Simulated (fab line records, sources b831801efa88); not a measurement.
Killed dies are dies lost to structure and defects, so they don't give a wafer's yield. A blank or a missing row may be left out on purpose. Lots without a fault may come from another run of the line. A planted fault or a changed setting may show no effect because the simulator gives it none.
Which tool did it? | flow gf180mcu | 6 lots, 18 wafers sampled, at 2 steps of a route of 602

WHAT THE GAUGES READ, wafer by wafer
GF_HV_LDD_CD_MEAS_07: target cd 400 nm.
lot  | measured     | on        | cd_nm (nm)
L714 | day 10 16:14 | cd_sem-01 | 397.5 399.4 397.6
L717 | day 11 12:15 | cd_sem-01 | - - -
L727 | day 14 14:16 | cd_sem-02 | 397.7 399.2 399.5
L730 | day 15 16:49 | cd_sem-02 | 403.3 403.1 402.2
L732 | day 16 10:01 | cd_sem-01 | 403.3 404.0 400.2
L734 | day 16 22:49 | cd_sem-02 | 396.2 395.1 396.2

WHICH TOOL RAN EACH LOT (tool, then ch and the chambers of the sampled wafers, then the start)
lot  | GF_HV_LDD_EXPOSE_04
L714 | iline_stepper-01 ch 0, day 10 07:18
L717 | iline_stepper-02 ch 0, day 11 03:16
L727 | iline_stepper-02 ch 0, day 14 04:05
L730 | iline_stepper-02 ch 0, day 15 06:23
L732 | iline_stepper-02 ch 0, day 15 23:09
L734 | iline_stepper-02 ch 0, day 16 11:23
- GF_HV_LDD_EXPOSE_04: exposes mask Nplus LV AREA, target cd 400 nm.

THE ANSWER, worked out from the rows above alone
Rule: what is usual is taken from the lots themselves. Put in order of their means at a reading, lots are off if they are a third of the lots or fewer, leave a main group of 4 or more, and stand apart from it by a gap of 3 or more times the standard deviation of the main group's means; of several such gaps the widest counts. A main group whose means are all the same, to the digits that the tables above print for the reading, isn't used. A lot without any number at a reading at which 4 lots or more have one is off too. The other lots that the step has rows for count as sound.
Off: L717, at GF_HV_LDD_CD_MEAS_07 (cd_nm). Without a number there: L717. The main group: mean 399.6 nm, standard deviation 2.7.
A tool fits if, at a process step before that reading, it ran every lot that is off, and no sound lot after the first of them. The gauges at GF_HV_LDD_CD_MEAS_07 are tried like those tools. None of those tried fits.

WHAT THE SIMULATOR HAD PUT IN
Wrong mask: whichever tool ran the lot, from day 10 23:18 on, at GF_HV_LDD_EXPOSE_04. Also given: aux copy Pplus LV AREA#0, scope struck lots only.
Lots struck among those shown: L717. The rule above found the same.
